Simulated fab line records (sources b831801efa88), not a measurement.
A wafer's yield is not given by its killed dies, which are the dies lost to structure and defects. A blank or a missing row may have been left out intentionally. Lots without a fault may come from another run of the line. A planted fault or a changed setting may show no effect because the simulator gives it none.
Lot-split experiment + flow gf180mcu + route with 602 steps; 5 lots, 23 wafers read

## ABOUT THE SPLIT
At GF_V1_SPUTTER_21 (material Ti, target thk 15 nm, time 80.02 s), the setting time-s was moved away from the recipe's 80.02 s on 8 of the 23 wafers read, by -13.0% to +3.9%. The other wafers ran this setting at the recipe's value.

Reading taken at the split's own step.

## THE READING
Ti_of_V1_SPUTTER_21.thk-nm (the simulator's own value, which no gauge read), in nm, at GF_V1_SPUTTER_21 (material Ti, target thk 15 nm, time 80.02 s). No usual value for it is given in the file. Here, 15 wafers ran the recipe; their average is 15.15 nm with a standard deviation of 0.2 nm.

| wafer  | tool, chamber at the split | time-s as run, s | against the recipe | Ti_of_V1_SPUTTER_21.thk-nm, nm | against lot-mates on the recipe |
|--------|----------------------------|------------------|--------------------|--------------------------------|---------------------------------|
| L075.1 | pvd-sputter-04, -          | 80.02            | recipe             | 15.14                          | -                               |
| L075.2 | pvd-sputter-04, -          | 80.02            | recipe             | 15.19                          | -                               |
| L075.3 | pvd-sputter-04, -          | 70.66            | -11.7%             | 13.52                          | -1.65                           |
| L075.5 | pvd-sputter-04, -          | 70.66            | -11.7%             | 13.64                          | -1.53                           |
| L075.6 | pvd-sputter-04, -          | 80.02            | recipe             | 15.17                          | -                               |
| L076.1 | pvd-sputter-03, -          | 69.61            | -13.0%             | 13.14                          | -2.09                           |
| L076.2 | pvd-sputter-03, -          | 69.61            | -13.0%             | 13.29                          | -1.95                           |
| L076.3 | pvd-sputter-03, -          | 80.02            | recipe             | 15.29                          | -                               |
| L076.5 | pvd-sputter-03, -          | 69.61            | -13.0%             | 13.3                           | -1.93                           |
| L076.6 | pvd-sputter-03, -          | 80.02            | recipe             | 15.18                          | -                               |
| L079.1 | pvd-sputter-02, -          | 83.17            | +3.9%              | 15.46                          | +0.55                           |
| L079.2 | pvd-sputter-02, -          | 83.17            | +3.9%              | 15.53                          | +0.62                           |
| L079.3 | pvd-sputter-02, -          | 83.17            | +3.9%              | 15.43                          | +0.52                           |
| L079.4 | pvd-sputter-02, -          | 80.02            | recipe             | 14.85                          | -                               |
| L079.5 | pvd-sputter-02, -          | 80.02            | recipe             | 14.97                          | -                               |
| L080.1 | pvd-sputter-02, -          | 80.02            | recipe             | 14.91                          | -                               |
| L080.2 | pvd-sputter-02, -          | 80.02            | recipe             | 14.8                           | -                               |
| L080.6 | pvd-sputter-02, -          | 80.02            | recipe             | 14.98                          | -                               |
| L085.1 | pvd-sputter-04, -          | 80.02            | recipe             | 15.28                          | -                               |
| L085.5 | pvd-sputter-04, -          | 80.02            | recipe             | 15.28                          | -                               |
| L085.2 | pvd-sputter-04, -          | 80.02            | recipe             | 15.4                           | -                               |
| L085.4 | pvd-sputter-04, -          | 80.02            | recipe             | 15.48                          | -                               |
| L085.6 | pvd-sputter-04, -          | 80.02            | recipe             | 15.33                          | -                               |

FIT RESULTS
A straight line over all 23 wafers: Ti_of_V1_SPUTTER_21.thk-nm changes by +0.136 nm for each +1% of time-s; r = +0.97; the points scatter about the line by 0.19 nm.
The same after taking each lot's own level away (the mean of its wafers on the recipe; 23 wafers): +0.147 nm for each +1%; r = +1.00; scatter 0.083 nm.
The reading moves by 1.9 nm for the largest change in time-s, on that fit.
The span of the lots' own levels, 14.897 to 15.354 nm, comes to 2.3 times the standard deviation stated above.
Hence the lot-to-lot level has little effect on the slope; both slopes agree.
Check: for one of the wafers moved furthest among these (-13.0%), held out of the fit, the line's prediction against its lot-mates is -1.86 nm. It came out at -2.09 nm against them.

## THE OTHER SPLITS THESE WAFERS WENT THROUGH
Other splits were also applied to these wafers ahead of the reading. Each is held against what the fit with the lots' levels taken away leaves over:
| other split on the same wafers | wafers away from the commonest value | r with Ti_of_V1_SPUTTER_21.thk-nm (lot level and that fit taken away) |
|--------------------------------|--------------------------------------|-----------------------------------------------------------------------|
| GF_M1_METAL_ETCH_16 time-s     | 7                                    | -0.09                                                                 |

## FILE'S OWN FIT
Ti_of_V1_SPUTTER_21.thk-nm changes by +0.146 nm for each +1% of time-s, r = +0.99.
